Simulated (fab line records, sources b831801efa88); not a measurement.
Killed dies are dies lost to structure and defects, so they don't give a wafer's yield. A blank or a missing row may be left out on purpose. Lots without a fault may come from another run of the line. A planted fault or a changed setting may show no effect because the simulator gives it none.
Which tool did it? | flow sky130 | 6 lots, 18 wafers sampled, at 4 steps of a route of 708

WHAT THE GAUGES READ, wafer by wafer
SKY_LI_CONTACT_CD_MEAS_12: target cd 170 nm.
lot  | measured     | on        | cd_nm (nm)
L373 | day 29 08:46 | cd_sem-02 | 171.1 171.3 170.7
L377 | day 31 05:12 | cd_sem-01 | 172.2 171.5 173.7
L379 | day 31 16:55 | cd_sem-02 | 171.5 173.7 172.0
L381 | day 33 01:24 | cd_sem-01 | 149.9 150.8 149.4
L393 | day 35 13:13 | cd_sem-02 | 170.6 171.0 171.2
L395 | day 36 13:20 | cd_sem-01 | 168.4 170.3 171.1

WHICH TOOL RAN EACH LOT (tool, then ch and the chambers of the sampled wafers, then the start)
lot  | SKY_SD_N_RTA_14                  | SKY_LI_CONTACT_CMP_02         | SKY_LI_CONTACT_EXPOSE_09
L373 | rtp_anneal-02 ch 0, day 28 03:47 | cmp-01 ch 0,3, day 28 04:32   | krf_scanner-02 ch 0, day 28 19:39
L377 | rtp_anneal-02 ch 0, day 30 00:54 | cmp-01 ch 0,1, day 30 01:40   | krf_scanner-02 ch 0, day 30 15:44
L379 | rtp_anneal-02 ch 0, day 30 12:31 | cmp-02 ch 0,1,2, day 30 13:13 | krf_scanner-01 ch 0, day 31 03:24
L381 | rtp_anneal-02 ch 0, day 31 21:12 | cmp-02 ch 0,1,3, day 31 22:01 | krf_scanner-01 ch 0, day 32 12:15
L393 | rtp_anneal-02 ch 0, day 34 09:22 | cmp-02 ch 0,1,2, day 34 10:05 | krf_scanner-01 ch 0, day 35 00:50
L395 | rtp_anneal-02 ch 0, day 35 10:17 | cmp-01 ch 1,2, day 35 11:02   | krf_scanner-01 ch 0, day 36 01:01
- SKY_SD_N_RTA_14: time 2 s.
- SKY_LI_CONTACT_CMP_02: polishes PSG.
- SKY_LI_CONTACT_EXPOSE_09: exposes mask LICM1, target cd 170 nm.

THE ANSWER, worked out from the rows above alone
Rule: what is usual is taken from the lots themselves. Put in order of their means at a reading, lots are off if they are a third of the lots or fewer, leave a main group of 4 or more, and stand apart from it by a gap of 3 or more times the standard deviation of the main group's means; of several such gaps the widest counts. A main group whose means are all the same, to the digits that the tables above print for the reading, isn't used. A lot without any number at a reading at which 4 lots or more have one is off too. The other lots that the step has rows for count as sound.
Off: L381, at SKY_LI_CONTACT_CD_MEAS_12 (cd_nm). The main group: mean 171.4 nm, standard deviation 0.96.
A tool fits if, at a process step before that reading, it ran every lot that is off, and no sound lot after the first of them. The gauges at SKY_LI_CONTACT_CD_MEAS_12 are tried like those tools. None of those tried fits.

WHAT THE SIMULATOR HAD PUT IN
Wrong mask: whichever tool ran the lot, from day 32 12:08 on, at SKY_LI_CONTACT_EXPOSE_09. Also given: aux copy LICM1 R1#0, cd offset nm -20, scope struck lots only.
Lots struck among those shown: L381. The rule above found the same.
